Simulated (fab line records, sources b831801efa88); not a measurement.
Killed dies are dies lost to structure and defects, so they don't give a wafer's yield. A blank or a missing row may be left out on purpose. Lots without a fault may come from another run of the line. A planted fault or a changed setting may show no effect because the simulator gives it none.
fab line records | flow sky130
record lots=5 wafers=15 last_day=50
route steps=708 shown LOCAL_INTERCONNECT@394 CONTACT@406 PAD_OPEN@708
lots that met no fault: from a run of the same line without faults
start_h: hours from the record's first day to the start of the lot's first wafer shown | wait_h: hours since the lot's step before | " the same as in the row above | L1.1+2: a row that stands for several wafers | - no value, or no start given | * or withheld: withheld | < > ~ a bound
route shown NAME@n: a module of which the file shows steps, and the number in the route of the first | usual: mean/standard deviation of fault-free wafers | same: alike in all rows | chamber/n: place in a boat | sites: the reading at each site | _std_site: their standard deviation | _edge_site: outer sites' mean less inner sites' | radius_mm: how far each site lies from the wafer's centre | mask NAME#n: copy n | behind: the tool/chamber that last shaped the wafer | hold: why the lot was held/for how many hours/how that ended | device: the transistor (n, p or np) that didn't switch | end of line: the same wafers' tests at the end of the route | a step without rows: its recipe alone | killed: dies lost to structure and defects at the first sort, not the wafer's yield | map: a wafer's dies, x killed, . not, _ none there
set.NAME: the setting as run; set.NAME@STEP: as run at that earlier step | model.NAME: the simulator's own value behind a step, which no gauge read
lots at some steps of the route; a table a step, a row a wafer
services: from which hour (start_h, from the record's first day; less than 0 if before it) a tool's chamber was out of use, for how many hours, and why
## steps
# step SKY_LOCAL_INTERCONNECT_SOFTBAKE_07
# recipe temp_c=100 time_s=90 resist=KrF-thick
# step SKY_LOCAL_INTERCONNECT_EXPOSE_08
# recipe mask_id=LI1M na=0.8 source_shape=annular sigma_inner=0.55 sigma_outer=0.85 target_cd_nm=170 dose_mj=28
# step SKY_LOCAL_INTERCONNECT_PEB_09
# recipe peb_temp_c=withheld peb_time_s=withheld resist=KrF-thick
# step SKY_LOCAL_INTERCONNECT_DEVELOP_10
# recipe develop_time_s=60 resist=KrF-thick dev_temp_c=21
# step SKY_LOCAL_INTERCONNECT_CD_MEAS_11
# recipe target_cd_nm=170
# usual cd_nm=170.3/1.7
# columns lot.wafer tool chamber start_h wait_h cd_nm
L948.1 cd_sem-02 - 712.85 - 170.0
L948.2 " - " " 170.8
L948.4 " - " " 172.0
L955.1 cd_sem-01 - 768.17 - 168.3
L955.3 " - " " 169.7
L955.4 " - " " 167.7
L965.1 cd_sem-02 - 850.30 - 170.4
L965.3 " - " " 171.9
L965.5 " - " " 171.7
L967.3 cd_sem-01 - 857.10 - 171.2
L967.5 " - " " 170.5
L967.6 " - " " 171.5
L969.1 cd_sem-01 - 875.75 - 171.6
L969.5 " - " " 170.8
L969.6 " - " " 170.5
# step SKY_LOCAL_INTERCONNECT_OVL_MEAS_12
# usual LOCAL_INTERCONNECT_OVL=0/5.4
# columns lot.wafer tool chamber start_h wait_h LOCAL_INTERCONNECT_OVL[nm]
L948.1 overlay-02 - 712.97 0.1 -1
L948.2 " - " " -6
L948.4 " - " " -3
L955.1 overlay-02 - 768.29 0.1 0
L955.3 " - " " -8
L955.4 " - " " -1
L965.1 overlay-02 - 850.42 0.1 4
L965.3 " - " " 4
L965.5 " - " " 8
L967.3 overlay-02 - 857.19 0.1 2
L967.5 " - " " -9
L967.6 " - " " 3
L969.1 overlay-01 - 875.87 0.1 -7
L969.5 " - " " -8
L969.6 " - " " 3
# step SKY_LOCAL_INTERCONNECT_ETCH_13
# recipe chemistry=N2/H2 target=BARC ion_energy_ev=200 bias_w=100 pressure_mtorr=30 n2_flow_sccm=100 h2_flow_sccm=200 icp_w=500 stop_on=SiO2 time_s=45.9 target_depth_a=600
# usual drypump_motor_current_A=5.4/0.39 oes_product_au=0.855/0.0045 throttle_valve_pct=13.225/0.0093
# columns lot.wafer tool chamber start_h wait_h drypump_motor_current_A oes_product_au rf_hours_counter_h throttle_valve_pct
L948.1 rie_metal-03 0 713.01 0.0 5.1 0.857 12 13.241
L948.2 " 1 " " 4.9 0.851 6 13.222
L948.4 " 1 " " 5.0 0.852 - 13.235
L955.1 rie_metal-01 1 768.32 0.0 5.2 0.861 10 13.229
L955.3 " 0 " " 5.8 0.855 - 13.223
L955.4 " 1 " " 5.2 0.854 - 13.228
L965.1 rie_metal-02 0 850.46 0.0 5.8 0.856 13 13.227
L965.3 " 1 " " 6.0 0.854 - 13.233
L965.5 " 0 " " 5.7 0.856 - 13.230
L967.3 rie_metal-01 1 857.24 0.0 5.2 0.857 - 13.208
L967.5 " 0 " " 5.7 0.858 - 13.231
L967.6 " 1 " " 5.2 0.850 - 13.240
L969.1 rie_metal-01 0 875.91 0.0 5.7 0.857 6 13.225
L969.5 " 1 " " 5.2 0.854 - 13.236
L969.6 " 0 " " 5.8 0.856 - 13.225
# step SKY_LOCAL_INTERCONNECT_METAL_ETCH_14
# recipe target_depth_nm=110 stop_on=PSG chemistry=Cl2/BCl3 target=TiN resist_sidewall_deg=88 pressure_mtorr=10 icp_w=900 bias_w=48.5 Cl2_flow_sccm=60 bcl3_flow_sccm=30 time_s=31.4
# usual drypump_motor_current_A=5.4/0.39 oes_product_au=0.942/0.0064 throttle_valve_pct=21.899/0.0096
# columns lot.wafer tool chamber start_h wait_h drypump_motor_current_A oes_product_au rf_hours_counter_h throttle_valve_pct
L948.1 rie_metal-03 0 713.07 0.0 5.1 0.944 12 21.887
L948.2 " 1 " " 5.0 0.945 6 21.898
L948.4 " 1 " " 4.9 0.942 - 21.884
L955.1 rie_metal-01 1 768.39 0.0 5.2 0.945 10 21.903
L955.3 " 0 " " 5.7 0.952 - 21.892
L955.4 " 1 " " 5.1 0.953 - 21.885
L965.1 rie_metal-02 0 850.52 0.0 5.7 0.943 13 21.911
L965.3 " 1 " " 6.0 0.942 - 21.900
L965.5 " 0 " " 5.7 0.932 - 21.895
L967.3 rie_metal-01 1 857.30 0.0 5.1 0.939 - 21.893
L967.5 " 0 " " 5.7 0.947 - 21.884
L967.6 " 1 " " 5.1 0.943 - 21.919
L969.1 rie_metal-01 0 875.97 0.0 5.7 0.930 6 21.902
L969.5 " 1 " " 5.1 0.943 - 21.908
L969.6 " 0 " " 5.7 0.941 - 21.891
# step SKY_LOCAL_INTERCONNECT_STRIP_15
# recipe chemistry=O2/N2 power_w=1400 pressure_mtorr=1500 platen_temp_c=withheld o2_flow_sccm=3000 n2_flow_sccm=300 overash_fraction=0.5
# usual drypump_motor_current_A=5.75/0.21 oes_product_au=0.427/0.0043 strip_time_to_endpoint_s=4.725/0.02
# columns lot.wafer tool chamber start_h wait_h drypump_motor_current_A oes_product_au rf_hours_counter_h strip_time_to_endpoint_s
L948.1 plasma_asher-01 0 713.12 0.0 5.26 0.429 93 4.701
L948.2 " 1 " " 5.75 0.430 93 4.724
L948.4 " 0 " " 5.23 0.428 - 4.728
L955.1 plasma_asher-04 0 768.44 0.0 5.79 0.425 2 4.733
L955.3 " 0 " " 5.79 0.421 - 4.690
L955.4 " 1 " " 5.86 0.423 - 4.720
L965.1 plasma_asher-01 0 850.57 0.0 5.27 0.425 107 4.722
L965.3 " 1 " " 5.70 0.426 - 4.718
L965.5 " 0 " " 5.26 0.431 - 4.719
L967.3 plasma_asher-01 1 857.37 0.1 5.72 0.428 - 4.732
L967.5 " 1 " " 5.76 0.423 - 4.721
L967.6 " 0 " " 5.28 0.429 - 4.748
L969.1 plasma_asher-04 1 876.02 0.0 5.87 0.423 12 4.750
L969.5 " 1 " " 5.87 0.431 - 4.749
L969.6 " 0 " " 5.74 0.425 - 4.741
# step SKY_LOCAL_INTERCONNECT_STRIP_16
# recipe chemistry=post_etch_residue_remover time_s=1200 temp_c=72.5
# step SKY_LOCAL_INTERCONNECT_CLEAN_17
# recipe chemistry=IPA time_s=180 temp_c=25
# step SKY_LOCAL_INTERCONNECT_CLEAN_18
# recipe chemistry=O3/DIW dry=n2_spin
# step SKY_CONTACT_CVD_00
# recipe material=Si3N4 target_thk_nm=75 temp_c=400 time_s=withheld rf_w=450
# usual heater_power_w=749/96
# columns lot.wafer tool chamber start_h wait_h heater_power_w model.Si3N4_of_CONTACT_CVD_00.thk_nm
L948.1 pecvd-02 0 713.72 0.0 646 74.73
L948.2 " 1 " " 613 74.82
L948.4 " 0 " " 662 74.63
L955.1 pecvd-03 2 769.03 0.0 780 50.09
L955.3 " 1 " " 896 74.66
L955.4 " 0 " " 911 50.54
L965.1 pecvd-03 2 851.17 0.0 876 74.27
L965.3 " 1 " " 840 75.18
L965.5 " 1 " " 860 75.96
L967.3 pecvd-03 1 857.95 0.0 889 75.3
L967.5 " 1 " " 888 76.11
L967.6 " 2 " " 795 75.44
L969.1 pecvd-04 2 876.65 0.0 677 74.64
L969.5 " 2 " " 691 76.25
L969.6 " 1 " " 828 74.71
# step SKY_CONTACT_THK_MEAS_01
# recipe reads=Si3N4_of_CONTACT_CVD_00
# usual CONTACT_CVD_00_THK=74.8/0.83
# columns lot.wafer tool chamber start_h wait_h CONTACT_CVD_00_THK[nm]
L948.1 film_metro-02 - 713.77 - 74.7
L948.2 " - " " 74.8
L948.4 " - " " 74.6
L955.1 film_metro-02 - 769.06 - 50.0
L955.3 " - " " 74.7
L955.4 " - " " 50.5
L965.1 film_metro-04 - 851.20 - 74.3
L965.3 " - " " 75.2
L965.5 " - " " 76.0
L967.3 film_metro-04 - 858.00 - 75.3
L967.5 " - " " 76.1
L967.6 " - " " 75.4
L969.1 film_metro-02 - 876.68 - 74.6
L969.5 " - " " 76.3
L969.6 " - " " 74.7
# step SKY_CONTACT_HDPCVD_02
# recipe material=SiO2 target_thk_nm=565 sigma_open_frac=0.3 time_s=94.2 temp_c=600 sih4_flow_sccm=60 pressure_mtorr=6
# step SKY_CONTACT_THK_MEAS_03
# recipe reads=SiO2_of_CONTACT_HDPCVD_02
# usual CONTACT_HDPCVD_THK=566/4.8
# columns lot.wafer tool chamber start_h wait_h CONTACT_HDPCVD_THK[nm]
L948.1 film_metro-01 - 713.89 0.0 569
L948.2 " - " " 566
L948.4 " - " " 569
L955.1 film_metro-04 - 769.19 0.0 561
L955.3 " - " " 567
L955.4 " - " " 561
L965.1 film_metro-02 - 851.33 0.0 565
L965.3 " - " " 559
L965.5 " - " " 562
L967.3 film_metro-01 - 858.13 0.1 574
L967.5 " - " " 562
L967.6 " - " " 570
L969.1 film_metro-04 - 876.81 0.0 567
L969.5 " - " " 569
L969.6 " - " " 571
# step SKY_CONTACT_CMP_04
# recipe material=SiO2 down_force_psi=4 platen_rpm=60 pad_velocity_m_s=0.94248
# step SKY_CONTACT_BOW_MEAS_05
# recipe mode=bow
# usual CONTACT_BOW=83/7
# columns lot.wafer tool chamber start_h wait_h CONTACT_BOW[um]
L948.1 film_metro-04 - 714.25 0.1 77
L948.2 " - " " 87
L948.4 " - " " 88
L955.1 film_metro-01 - 769.55 0.2 75
L955.3 " - " " 84
L955.4 " - " " 85
L965.1 film_metro-04 - 851.69 0.2 81
L965.3 " - " " 88
L965.5 " - " " 85
L967.3 film_metro-04 - 858.51 0.2 91
L967.5 " - " " 68
L967.6 " - " " 80
L969.1 film_metro-02 - 877.17 0.2 89
L969.5 " - " " 91
L969.6 " - " " 80
# step SKY_CONTACT_DEHYDRATE_06
# recipe temp_c=200 time_s=60
# step SKY_CONTACT_HMDS_07
# recipe prime_time_s=60 prime_temp_c=120
# step SKY_CONTACT_COAT_08
# recipe resist=BARC temp_c=withheld time_s=withheld spin_rpm=3000 resist_thk_nm=60
# step SKY_CONTACT_COAT_09
# recipe resist=KrF-thick spin_rpm=3000 resist_thk_nm=450
# step SKY_CONTACT_SOFTBAKE_10
# recipe temp_c=100 time_s=90 resist=KrF-thick
# step SKY_CONTACT_EXPOSE_11
# recipe mask_id=CTM1 na=0.8 source_shape=annular sigma_inner=0.55 sigma_outer=0.85 target_cd_nm=170 dose_mj=38
# step SKY_CONTACT_PEB_12
# recipe peb_temp_c=withheld peb_time_s=withheld resist=KrF-thick
# step SKY_CONTACT_DEVELOP_13
# recipe develop_time_s=60 resist=KrF-thick dev_temp_c=21
# step SKY_CONTACT_CD_MEAS_14
# recipe target_cd_nm=170
# usual cd_nm=169.6/1.6
# columns lot.wafer tool chamber start_h wait_h cd_nm
L948.1 cd_sem-02 - 741.81 - 168.7
L948.2 " - " " 167.8
L948.4 " - " " 168.6
L955.1 cd_sem-02 - 802.11 - 171.9
L955.3 " - " " 171.4
L955.4 " - " " 169.5
L965.1 cd_sem-01 - 879.36 - 168.0
L965.3 " - " " 168.0
L965.5 " - " " 167.7
L967.3 cd_sem-01 - 884.98 - 168.0
L967.5 " - " " 168.3
L967.6 " - " " 169.2
L969.1 cd_sem-01 - 903.14 - 173.4
L969.5 " - " " 170.6
L969.6 " - " " 170.5
# step SKY_CONTACT_OVL_MEAS_15
# usual CONTACT_OVL=0/4.1
# columns lot.wafer tool chamber start_h wait_h CONTACT_OVL[nm]
L948.1 overlay-01 - 741.93 0.1 3
L948.2 " - " " 4
L948.4 " - " " 6
L955.1 overlay-02 - 802.23 0.1 -2
L955.3 " - " " -4
L955.4 " - " " -5
L965.1 overlay-01 - 879.48 0.1 -1
L965.3 " - " " -3
L965.5 " - " " 2
L967.3 overlay-01 - 885.07 0.1 5
L967.5 " - " " 5
L967.6 " - " " 3
L969.1 overlay-02 - 903.26 0.1 0
L969.5 " - " " -1
L969.6 " - " " 9
# step SKY_CONTACT_ETCH_16
# recipe chemistry=N2/H2 target=BARC ion_energy_ev=200 source_w=500 bias_w=100 pressure_mtorr=30 n2_flow_sccm=100 h2_flow_sccm=200 stop_on=SiO2 time_s=45.9 target_depth_a=600
# usual drypump_motor_current_A=5.7/0.31 oes_product_au=0.855/0.0049 throttle_valve_pct=13.225/0.0089
# columns lot.wafer tool chamber start_h wait_h drypump_motor_current_A oes_product_au rf_hours_counter_h throttle_valve_pct
L948.1 rie_diel-01 3 741.97 0.0 6.2 0.867 6 13.227
L948.2 " 0 " " 5.0 0.855 7 13.225
L948.4 " 2 " " 6.2 0.864 10 13.214
L955.1 rie_diel-04 2 802.27 0.0 5.6 0.851 20 13.234
L955.3 " 1 " " 5.3 0.855 10 13.235
L955.4 " 3 " " 5.7 0.854 31 13.223
L965.1 rie_diel-01 1 879.52 0.0 5.9 0.853 7 13.231
L965.3 " 0 " " 5.0 0.849 11 13.216
L965.5 " 2 " " 6.2 0.860 - 13.207
L967.3 rie_diel-02 3 885.09 0.0 5.8 0.854 5 13.231
L967.5 " 3 " " 5.9 0.855 - 13.242
L967.6 " 2 " " 5.8 0.849 - 13.228
L969.1 rie_diel-04 1 903.29 0.0 5.3 0.855 14 13.223
L969.5 " 1 " " 5.3 0.856 - 13.239
L969.6 " 0 " " 6.0 0.852 - 13.223
# step SKY_CONTACT_ETCH_17
# recipe target=SiO2 chemistry=C4F8/O2/Ar stop_on=Si3N4 mask_material=KrF-thick source_w=1500 bias_w=1200 pressure_mtorr=40 c4f8_flow_sccm=withheld O2_flow_sccm=6 Ar_flow_sccm=300 time_s=withheld target_depth_a=3400
# step SKY_CONTACT_ETCH_18
# recipe target=Si3N4 chemistry=CHF3/O2 stop_on=TiN source_w=600 bias_w=200 pressure_mtorr=40 chf3_flow_sccm=50 O2_flow_sccm=5 time_s=39 target_depth_a=750
# usual O2_flow_sccm=5.000/0.015 drypump_motor_current_A=5.7/0.3 oes_product_au=0.853/0.0068 throttle_valve_pct=8.792/0.0093
# columns lot.wafer tool chamber start_h wait_h O2_flow_sccm drypump_motor_current_A oes_product_au rf_hours_counter_h throttle_valve_pct model.etch.depth_nm
L948.1 rie_diel-01 3 - - 4.985 6.2 0.853 6 8.789 74.73
L948.2 " 0 " " 5.014 5.0 0.855 7 8.792 74.82
L948.4 " 2 " " 4.992 6.2 0.853 10 8.795 74.63
L955.1 rie_diel-04 2 - - 4.982 5.6 0.696 20 8.756 50.09
L955.3 " 1 " " 4.982 5.3 0.853 10 8.804 74.66
L955.4 " 3 " " 5.008 5.7 0.698 31 8.757 50.54
L965.1 rie_diel-01 1 - - 5.007 5.9 0.849 7 8.805 74.27
L965.3 " 0 " " 5.017 5.0 0.861 11 8.793 75.18
L965.5 " 2 " " 5.000 6.2 0.861 - 8.806 75.96
L967.3 rie_diel-02 3 - - 5.010 5.9 0.859 5 8.807 75.3
L967.5 " 3 " " 5.003 5.9 0.862 - 8.804 76.11
L967.6 " 2 " " 5.013 5.9 0.854 - 8.791 75.44
L969.1 rie_diel-04 1 - - 4.985 5.3 0.846 14 8.792 74.64
L969.5 " 1 " " 4.984 5.3 0.872 - 8.810 76.25
L969.6 " 0 " " 5.028 6.0 0.852 - 8.793 74.71
# step SKY_CONTACT_STRIP_19
# recipe chemistry=O2/N2 power_w=1400 pressure_mtorr=1500 platen_temp_c=withheld o2_flow_sccm=3000 n2_flow_sccm=300 overash_fraction=0.5
# usual drypump_motor_current_A=5.9/0.42 oes_product_au=0.380/0.0046 strip_time_to_endpoint_s=3.614/0.026
# columns lot.wafer tool chamber start_h wait_h drypump_motor_current_A oes_product_au rf_hours_counter_h strip_time_to_endpoint_s
L948.1 plasma_asher-03 1 742.10 - 6.0 0.380 31 3.601
L948.2 " 0 " " 5.8 0.376 31 3.589
L948.4 " 0 " " 5.8 0.385 - 3.626
L955.1 plasma_asher-02 0 802.40 - 6.6 0.383 63 3.585
L955.3 " 0 " " 6.6 0.378 - 3.544
L955.4 " 1 " " 5.5 0.380 - 3.561
L965.1 plasma_asher-02 1 879.65 - 5.4 0.376 71 3.614
L965.3 " 0 " " 6.6 0.376 - 3.585
L965.5 " 0 " " 6.6 0.384 - 3.609
L967.3 plasma_asher-03 1 885.26 - 6.0 0.382 - 3.647
L967.5 " 1 " " 5.9 0.377 - 3.639
L967.6 " 0 " " 5.8 0.377 - 3.638
L969.1 plasma_asher-01 1 903.43 - 5.7 0.379 112 3.610
L969.5 " 1 " " 5.7 0.373 - 3.600
L969.6 " 0 " " 5.3 0.380 - 3.614
# step SKY_PAD_OPEN_PROBE_99
# usual killed_at_M0_to_M3=45/7.3 killed_at_M4_up=3.2/1.8 killed_at_contacts=25/5.5 killed_at_front_end=15/4.2 killed_at_other=0.3/0.69 killed_dies=89/9.4 killed_open=49/6.6 killed_short=40/6.4
# same gross_dies=492 killed_at_back_side=0
# columns lot.wafer tool chamber start_h wait_h killed_at_M0_to_M3 killed_at_M4_up killed_at_contacts killed_at_front_end killed_at_other killed_dies killed_open killed_short
L948.1 prober-01 - 1080.97 0.1 48 2 35 20 2 107 55 51
L948.2 prober-01 - 1081.02 0.1 42 4 31 16 0 93 51 41
L948.4 prober-01 - 1081.12 0.2 41 3 23 16 0 83 45 36
L955.1 prober-02 - 1128.17 0.1 39 4 29 13 3 88 44 43
L955.3 prober-02 - 1128.27 0.2 31 6 23 19 0 79 44 35
L955.4 prober-02 - 1128.32 0.2 40 4 25 13 0 82 42 40
L965.1 prober-02 - 1180.11 0.1 55 2 36 14 1 108 62 46
L965.3 prober-02 - 1180.21 0.2 60 4 18 9 1 92 44 48
L965.5 prober-02 - 1180.31 0.2 46 2 28 13 0 89 46 43
# killed by level:class
L948.1 CONTACT:geometric_particle:open=15 VIA1:geometric_particle:open=10 FIELD_ISO:geometric_particle:open=9 LOCAL_INTERCONNECT:geometric_particle:short=7 METAL1:geometric_particle:short=6 METAL2:geometric_particle:short=6 FIELD_ISO:geometric_particle:short=5 CONTACT:geometric_particle:short=5
L948.2 VIA1:geometric_particle:open=16 CONTACT:geometric_particle:open=12 LI_CONTACT:geometric_particle:open=8 FIELD_ISO:geometric_particle:short=7 LI_CONTACT:geometric_particle:short=5 METAL1:geometric_particle:short=5 FIELD_ISO:geometric_particle:open=4 VIA1:geometric_particle:short=4
L948.4 LI_CONTACT:geometric_particle:open=10 CONTACT:geometric_particle:open=9 VIA2:geometric_particle:open=7 VIA3:geometric_particle:open=7 VIA1:geometric_particle:short=6 VIA1:geometric_particle:open=5 FIELD_ISO:geometric_particle:short=4 LI_CONTACT:geometric_particle:short=4
L955.1 VIA1:geometric_particle:open=10 CONTACT:geometric_particle:open=9 LI_CONTACT:geometric_particle:open=8 CONTACT:geometric_particle:short=6 METAL2:geometric_particle:short=6 LOCAL_INTERCONNECT:geometric_particle:short=4 METAL1:geometric_particle:short=4 VIA2:geometric_particle:short=4
L955.3 LI_CONTACT:geometric_particle:open=13 VIA1:geometric_particle:open=8 POLY_GATE:geometric_particle:short=7 CONTACT:geometric_particle:open=7 METAL2:geometric_particle:short=6 VIA2:geometric_particle:short=6 POLY_GATE:geometric_particle:open=4 METAL4:geometric_particle:short=4
L955.4 VIA1:geometric_particle:open=13 CONTACT:geometric_particle:open=8 VIA2:geometric_particle:open=7 LI_CONTACT:geometric_particle:short=6 VIA1:geometric_particle:short=5 CONTACT:geometric_particle:short=5 FIELD_ISO:geometric_particle:short=4 VIA3:geometric_particle:short=4
L965.1 VIA1:geometric_particle:open=18 CONTACT:geometric_particle:open=12 LI_CONTACT:geometric_particle:open=10 VIA2:geometric_particle:open=9 CONTACT:geometric_particle:short=7 VIA3:geometric_particle:open=6 VIA1:geometric_particle:short=6 LOCAL_INTERCONNECT:geometric_particle:short=5
L965.3 VIA2:geometric_particle:open=13 METAL2:geometric_particle:short=9 VIA1:geometric_particle:open=9 VIA3:geometric_particle:open=7 CONTACT:geometric_particle:open=6 METAL3:geometric_particle:short=6 LOCAL_INTERCONNECT:geometric_particle:short=5 METAL1:geometric_particle:short=5
L965.5 VIA1:geometric_particle:open=12 CONTACT:geometric_particle:open=11 METAL2:geometric_particle:short=8 VIA1:geometric_particle:short=6 LI_CONTACT:geometric_particle:open=6 CONTACT:geometric_particle:short=5 VIA2:geometric_particle:open=5 POLY_GATE:geometric_particle:short=4
## services
# columns tool chamber start_h hours kind
rie_diel-04 0 697.68 4.7 repair
rie_diel-02 0 722.30 4.3 repair
plasma_asher-01 - 728.96 0.9 repair
rie_diel-02 - 733.44 0.5 repair
plasma_asher-04 - 733.75 9.0 pm
pecvd-03 - 773.78 1.3 repair
plasma_asher-03 - 802.61 2.8 pm
rie_diel-02 2 808.74 5.6 repair
rie_diel-04 3 810.60 13.1 repair
plasma_asher-04 - 816.29 3.6 repair
rie_diel-01 - 817.17 0.6 repair
rie_metal-02 - 817.24 1.4 pm
rie_diel-02 - 822.25 2.8 pm
rie_diel-02 0 826.38 7.5 repair
rie_diel-01 2 830.32 5.5 repair
rie_metal-01 - 842.14 0.2 repair
rie_diel-02 1 846.28 6.7 repair
rie_diel-01 3 848.14 2.5 repair
pecvd-03 0 854.11 10.7 repair
rie_metal-03 - 857.08 2.8 pm
rie_diel-04 3 859.52 2.9 repair
rie_diel-04 2 860.83 8.7 repair
rie_diel-01 1 871.34 3.6 repair
rie_diel-04 0 882.33 20.5 repair
## key
first_sign step=SKY_CONTACT_THK_MEAS_01 reading=CONTACT_CVD_00_THK direction=down sigmas=30 usual=74.8 struck=50.3
effect step=SKY_CONTACT_ETCH_18 reading=oes_product_au direction=down sigmas=23 usual=0.853 struck=0.697
model_effect step=SKY_CONTACT_CVD_00 value=Si3N4_of_CONTACT_CVD_00.thk_nm without=75.14 struck=50.31
model_effect step=SKY_CONTACT_ETCH_18 value=etch.depth_nm without=75.14 struck=50.31
met_at SKY_CONTACT_CVD_00
struck_wafers L955.1,L955.4
tester_left_out L955
fault kind=process_parameter_drift tool=pecvd-03 chamber=- onset_h=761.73 steps=SKY_CONTACT_CVD_00 channel=target_thk_nm offset=-24.83 shape=step end_h=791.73 scope=struck_wafers_only acts_in=these_recipes_only stated=75
# tester_left_out: of these lots the tester's yield and bins aren't shown, on N5 and GAA mostly nor the transistor test; their killed dies are dies lost to structure and defects alone, not to doping, threshold or leakage, so they don't give the yield
